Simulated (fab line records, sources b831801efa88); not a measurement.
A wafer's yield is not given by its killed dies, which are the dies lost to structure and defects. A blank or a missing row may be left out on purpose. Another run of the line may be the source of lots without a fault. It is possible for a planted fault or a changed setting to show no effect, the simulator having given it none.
Code-filled problem report in 8D (eight disciplines) form | flow sky130 | the parts of the form that need people (team, actions taken, sign-off) are left out

## 1. WHAT WENT WRONG
METAL1_ALCU_RS at SKY_METAL1_RS_MEAS_05 reads a mean of 0.0902 ohm/sq on 2 wafers of 2 lots; wafers without a fault read 0.1263 ohm/sq with a standard deviation of 0.0015. That is -24 standard deviations from the usual mean.
The step: measures by four-point-probe.
First observed at day 34 07:05: wafer L563.6, on film metro-03. Wafers with a number at this step in the record: 27, from 9 lots. The rule behind "out" and "out of limits": a value lying over 4 standard deviations away from the usual mean. All remaining wafers that have a number are taken as sound.

## 2. WHAT IT IS AND WHAT IT IS NOT
question                    | is                           | is not
which readings at this step | METAL1_ALCU_RS               | -
which lots                  | L563, L564                   | L558, L570, L571, L573, L574, L577, L578
which wafers of those lots  | L563.6, L564.2               | L563.2, L563.5, L564.4, L564.5
read on which gauges        | film metro-02, film metro-03 | film metro-01
when                        | from day 34 07:05            | up to then (5 sound wafers); but 20 sound wafers of L564, L570, L571, L573, L574, L577, L578 came after

## 3. SUSPECTS, AND WHAT RULES EACH OUT
Counting: any tool at a process step up to the reading remains a suspect provided it ran every lot that is out. Sound lots after the first of them don't rule it out here, since some wafers of a struck lot are sound.
- the gauge at SKY_METAL1_RS_MEAS_05 is ruled out. The wafers that are out were read on 2 gauges (film metro-02, film metro-03).
- pvd sputter-04 at SKY_LI_CONTACT_SPUTTER_19 (material Ti, target thk 20 nm, time 106.37 s): kept. It ran every lot that is out, first L563 (day 31 21:04).
- pvd sputter-03 at SKY_METAL1_SPUTTER_02 (material AlCu, target thk 250 nm, time 13.3 s): kept. It ran every lot that is out, first L563 (day 34 06:59).
The count leaves pvd sputter-03 at SKY_METAL1_SPUTTER_02 and pvd sputter-04 at SKY_LI_CONTACT_SPUTTER_19.

## 4. THE CAUSE (what the simulator had put in)
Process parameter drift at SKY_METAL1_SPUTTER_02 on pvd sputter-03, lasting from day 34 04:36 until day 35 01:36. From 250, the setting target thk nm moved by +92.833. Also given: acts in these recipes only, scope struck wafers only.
Counting leaves 2 suspects; this tool is one of them.

## 5. SEQUENCE OF EFFECTS, ordered by route
Each row: a reading where the mean over the struck wafers with a number is more than 3 standard deviations away from the usual. Only readings for which the record gives a usual standard deviation are gone through. hours: the time from each lot's start at the first step in this table that gives one to its start at this step, as a median over the lots. sigmas: the change in usual standard deviations.
hours | step                     | reading         | usual         | on struck wafers | change  | sigmas
0     | SKY_METAL1_RS_MEAS_05    | METAL1_ALCU_RS  | 0.1263 ohm/sq | 0.0902           | -0.0360 | -24
2     | SKY_METAL1_THK_MEAS_06   | METAL1_ALCU_THK | 248 nm        | 344              | +96     | +30
27    | SKY_METAL1_METAL_ETCH_19 | oes product au  | 0.855 a.u.    | 0.941            | +0.086  | +15
Here are the process steps it includes:
- SKY_METAL1_METAL_ETCH_19: etches the open film in Cl2/BCl3, stops on SiO2, target depth 360 nm, time 78 s.

## 6. WHAT WOULD HAVE CAUGHT IT SOONER
The first out-of-limits reading at a measuring or inspecting step in this record came at day 34 07:05, 2 hours after the fault's start at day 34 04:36.
Tool readings at SKY_METAL1_SPUTTER_02 with a usual standard deviation given in the record: none out on any struck wafer, hence no alarm at a limit of 4 standard deviations on them.
Among the 2 lots that are out, L564 began SKY_METAL1_SPUTTER_02 on pvd sputter-03 after day 34 07:05. Putting the tool on hold at that point would have spared it.
